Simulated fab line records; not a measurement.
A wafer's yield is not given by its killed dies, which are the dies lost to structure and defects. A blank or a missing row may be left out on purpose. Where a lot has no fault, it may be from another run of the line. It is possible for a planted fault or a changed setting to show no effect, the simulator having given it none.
Which of the tools did it? | flow sfq-line | 14 lots, 42 wafers sampled, at 3 steps of a route of 325

== WHAT EACH GAUGE READ, for each wafer ==
The record lacks any reading of a measuring or inspecting step that a usual standard deviation could be used to judge.

== WHICH TOOL RAN EACH LOT (tool, then ch and the chambers of the sampled wafers, then the start) ==
lot  | SFQ_TRILAYER_I1_CMP_CMP_046   | SFQ_TRILAYER_I1_METRO_MEASURE_047 | SFQ_TRILAYER_I1_VIA_ETCH_VIA_ETCH_052
L232 | cmp-01 ch 1,2,3, day 17 09:17 | film-metro-02, day 17 11:25       | rie-diel-01 ch 0,1,3, day 24 00:28
L233 | cmp-02 ch 0,1, day 17 18:11   | film-metro-02, day 17 21:31       | rie-diel-03 ch 1,2, day 24 11:12
L234 | cmp-02 ch 0,1,3, day 18 04:02 | film-metro-04, day 18 06:16       | rie-diel-01 ch 2,3, day 24 19:43
L236 | cmp-02 ch 1,2,3, day 18 09:32 | film-metro-02, day 18 11:40       | rie-diel-03 ch 1,2,3, day 25 05:19
L239 | cmp-01 ch 1,2,3, day 18 15:04 | film-metro-02, day 18 18:11       | rie-diel-01 ch 0,1,2, day 25 12:59
L240 | cmp-02 ch 1,2,3, day 18 18:33 | film-metro-04, day 18 21:10       | rie-diel-04 ch 0,1, day 25 16:35
L241 | cmp-02 ch 0,1,3, day 18 23:46 | film-metro-01, day 19 02:35       | rie-diel-01 ch 0,3, day 25 21:23
L243 | cmp-01 ch 0,1,2, day 19 03:08 | film-metro-01, day 19 06:16       | rie-diel-03 ch 1,2, day 26 00:59
L244 | cmp-02 ch 0,3, day 19 05:16   | film-metro-04, day 19 08:47       | rie-diel-04 ch 0,2, day 26 03:23
L245 | cmp-01 ch 0,1, day 19 08:07   | film-metro-02, day 19 11:26       | rie-diel-03 ch 2,3, day 26 04:35
L247 | cmp-01 ch 1,2,3, day 19 11:37 | film-metro-02, day 19 14:14       | rie-diel-03 ch 2,3, day 26 06:59
L249 | cmp-02 ch 1,2,3, day 19 17:01 | film-metro-02, day 19 19:50       | rie-diel-03 ch 1,2, day 26 09:23
L251 | cmp-01 ch 1,2,3, day 20 06:39 | film-metro-01, day 20 09:46       | rie-diel-03 ch 1,2,3, day 26 11:47
L252 | cmp-02 ch 0,1,3, day 20 15:22 | film-metro-01, day 20 17:41       | rie-diel-04 ch 1,2,3, day 26 12:59
- SFQ_TRILAYER_I1_CMP_CMP_046: polishes SiO2.
- SFQ_TRILAYER_I1_METRO_MEASURE_047
- SFQ_TRILAYER_I1_VIA_ETCH_VIA_ETCH_052: etches SiO2 in CHF3, stops on Nb, target depth 260 nm.

== AS READ BY THE TOOLS THEMSELVES (means over the sampled wafers that have a number; for cases with no such wafer, the mark the record gives instead) ==
SFQ_TRILAYER_I1_CMP_CMP_046.
lot  | tool   | edge-zone-pressure-frac | head-pressure-psi (psi) | motor-current-A (A) | retaining-ring-pressure-frac | time-to-endpoint-s (s)
L232 | cmp-01 | 0.998                   | 3.001                   | 10.6                | 1.000                        | 215
L233 | cmp-02 | -                       | -                       | -                   | -                            | -
L234 | cmp-02 | -                       | -                       | -                   | -                            | -
L236 | cmp-02 | 1.004                   | 2.997                   | 10.0                | 0.998                        | 216
L239 | cmp-01 | 0.999                   | 3.004                   | 10.8                | 0.999                        | 209
L240 | cmp-02 | 0.998                   | 2.999                   | 9.3                 | 1.000                        | 219
L241 | cmp-02 | 1.003                   | 3.000                   | 9.7                 | 0.997                        | 214
L243 | cmp-01 | 1.001                   | 3.001                   | 10.8                | 1.002                        | 218
L244 | cmp-02 | 1.002                   | 2.997                   | 10.8                | 1.002                        | 215
L245 | cmp-01 | 0.993                   | 2.999                   | 11.5                | 0.998                        | 218
L247 | cmp-01 | 1.007                   | 3.001                   | 10.6                | 0.998                        | 221
L249 | cmp-02 | 1.000                   | 3.006                   | 9.4                 | 0.997                        | 210
L251 | cmp-01 | 1.002                   | 2.998                   | 10.9                | 0.997                        | 211
L252 | cmp-02 | 1.000                   | 2.999                   | 10.0                | 0.999                        | 214

SFQ_TRILAYER_I1_METRO_MEASURE_047.
lot  | tool          | thk-nm (nm)
L232 | film-metro-02 | 201.0
L233 | film-metro-02 | 504.7
L234 | film-metro-04 | 503.6
L236 | film-metro-02 | 200.5
L239 | film-metro-02 | 199.8
L240 | film-metro-04 | 199.8
L241 | film-metro-01 | 199.6
L243 | film-metro-01 | 199.4
L244 | film-metro-04 | 200.5
L245 | film-metro-02 | 200.1
L247 | film-metro-02 | 199.1
L249 | film-metro-02 | 200.5
L251 | film-metro-01 | 200.6
L252 | film-metro-01 | 200.4

SFQ_TRILAYER_I1_VIA_ETCH_VIA_ETCH_052.
lot  | tool        | drypump-motor-current-A (A) | oes-product-au (a.u.)
L232 | rie-diel-01 | 5.4                         | 0.851
L233 | rie-diel-03 | 6.0                         | 1.623
L234 | rie-diel-01 | 5.0                         | 1.642
L236 | rie-diel-03 | 5.7                         | 0.850
L239 | rie-diel-01 | 5.5                         | 0.852
L240 | rie-diel-04 | 5.9                         | 0.849
L241 | rie-diel-01 | 5.5                         | 0.856
L243 | rie-diel-03 | 5.8                         | 0.859
L244 | rie-diel-04 | 6.1                         | 0.857
L245 | rie-diel-03 | 5.9                         | 0.856
L247 | rie-diel-03 | 5.9                         | 0.851
L249 | rie-diel-03 | 6.1                         | 0.852
L251 | rie-diel-03 | 5.6                         | 0.856
L252 | rie-diel-04 | 5.7                         | 0.853

== THE ANSWER, worked out from the rows above alone ==
Rule: the usual values come from the lots themselves. The widest of any qualifying gaps counts: lots, ordered by their means at a reading, are off when they make up no more than a third of the lots, leave a main group of 4 or more, and stand apart from it by 3 or more times the standard deviation of that group's means. Not used: any main group whose means are identical at the precision the tables above print for the reading. A lot without any number at a reading at which 4 lots or more have one is off too. All remaining lots with rows at the step are treated as sound. First the gauges in route order, then the tools' own readings, where a lot's mean is used as printed above. The first step at which some lot is off is used, and at that step the reading that is off furthest; a lot without a number counts as furthest.
Off: L233, L234 (SFQ_TRILAYER_I1_CMP_CMP_046, edge-zone-pressure-frac). Without a number there: L233, L234. The main group has a mean of 1.001 with a standard deviation of 0.0034.
A tool fits if, at that step or a process step before it, it ran every lot that is off, and no sound lot after the first of them. No candidate that was tried fits.

== WHAT THE SIMULATOR HAD INSERTED ==
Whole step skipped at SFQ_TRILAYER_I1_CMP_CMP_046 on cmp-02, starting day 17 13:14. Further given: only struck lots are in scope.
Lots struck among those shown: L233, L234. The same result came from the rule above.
